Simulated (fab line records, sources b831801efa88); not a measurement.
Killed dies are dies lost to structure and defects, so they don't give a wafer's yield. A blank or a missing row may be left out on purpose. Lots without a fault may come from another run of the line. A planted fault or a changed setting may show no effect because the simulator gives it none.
A struck lot beside a sound one | flow sky130 | 14 steps out of a route of 708
Sound: wafers L776.2, L776.4, L776.5. Struck: wafers L788.2, L788.4, L788.6. The cause comes at the end.
At each step with rows: each side's tool, then ch and its chambers, then its first start. Under that, the readings that differ: sound wafers | struck wafers | difference of the means | sigmas: that difference in standard deviations of wafers without a fault.
alike: readings whose means differ by less than 2 such deviations, and words and numbers that are the same on both sides. not compared: withheld readings, readings that some wafer has no value for, bounds like >300 that may hide the same value, and numbers for which the record gives no deviation and whose values overlap.
The two part at a step that has a row with sigmas, a row that says differs or no value, or rows on one side only. Numbers that don't overlap but have no deviation are shown without sigmas and don't part them. A reading that every wafer of one side lacks parts them only if that side has two wafers or more.

SKY_LI_CONTACT_RS_MEAS_22: measures by four-point-probe.
  sound on film_metro-04, day 31 21:00; struck on film_metro-04, day 37 05:31
  alike: LI_CONTACT_W_RS
SKY_LI_CONTACT_THK_MEAS_23: measures by xrf.
  sound on film_metro-04, day 31 21:07; struck on film_metro-04, day 37 05:38
  alike: LI_CONTACT_W_THK
SKY_LI_CONTACT_CMP_24: polishes, stops on PSG, t overpolish 20 s, target thk 0 nm.
  sound on cmp-02 ch 1,2,3, day 31 21:13; struck on cmp-02 ch 1,3, day 37 05:55
  alike: motor_current_A, overpolish_run_s, time_to_endpoint_s
SKY_LOCAL_INTERCONNECT_SPUTTER_00: material TiN, target thk 100 nm, time 83.3 s.
  sound on pvd_sputter-01, day 31 21:28; struck on pvd_sputter-01, day 37 06:10
  alike: substrate_temp_c, throttle_valve_pct
SKY_LOCAL_INTERCONNECT_RS_MEAS_01: measures by four-point-probe.
  sound on film_metro-01, day 31 21:32; struck on film_metro-01, day 37 06:14
  alike: LOCAL_INTERCONNECT_TIN_RS
SKY_LOCAL_INTERCONNECT_THK_MEAS_02: measures by xrf.
  sound on film_metro-01, day 31 21:39; struck on film_metro-01, day 37 06:21
  alike: LOCAL_INTERCONNECT_TIN_THK
then, 6 steps without rows for these wafers: SKY_LOCAL_INTERCONNECT_DEHYDRATE_03 (time 60 s); SKY_LOCAL_INTERCONNECT_HMDS_04 (prime time 60 s); SKY_LOCAL_INTERCONNECT_COAT_05 (resist thk 60 nm); SKY_LOCAL_INTERCONNECT_COAT_06 (resist thk 450 nm); SKY_LOCAL_INTERCONNECT_SOFTBAKE_07 (time 90 s); SKY_LOCAL_INTERCONNECT_EXPOSE_08 (exposes mask LI1M, target cd 170 nm).
SKY_LOCAL_INTERCONNECT_PEB_09:
  sound on litho_track-03 ch 0, day 33 00:00; struck on litho_track-01, day 38 06:00
  reading         | sound          | struck | difference                    | sigmas
  exhaust_pa (Pa) | 44.8 45.6 46.7 | - - -  | no value on the struck wafers |
  not compared: chill_plate_temp_C
then, 1 step without rows for these wafers: SKY_LOCAL_INTERCONNECT_DEVELOP_10 (develop time 60 s).

WHERE THEY PART
Only at SKY_LOCAL_INTERCONNECT_PEB_09, within this record.

WHY: what the simulator had put in
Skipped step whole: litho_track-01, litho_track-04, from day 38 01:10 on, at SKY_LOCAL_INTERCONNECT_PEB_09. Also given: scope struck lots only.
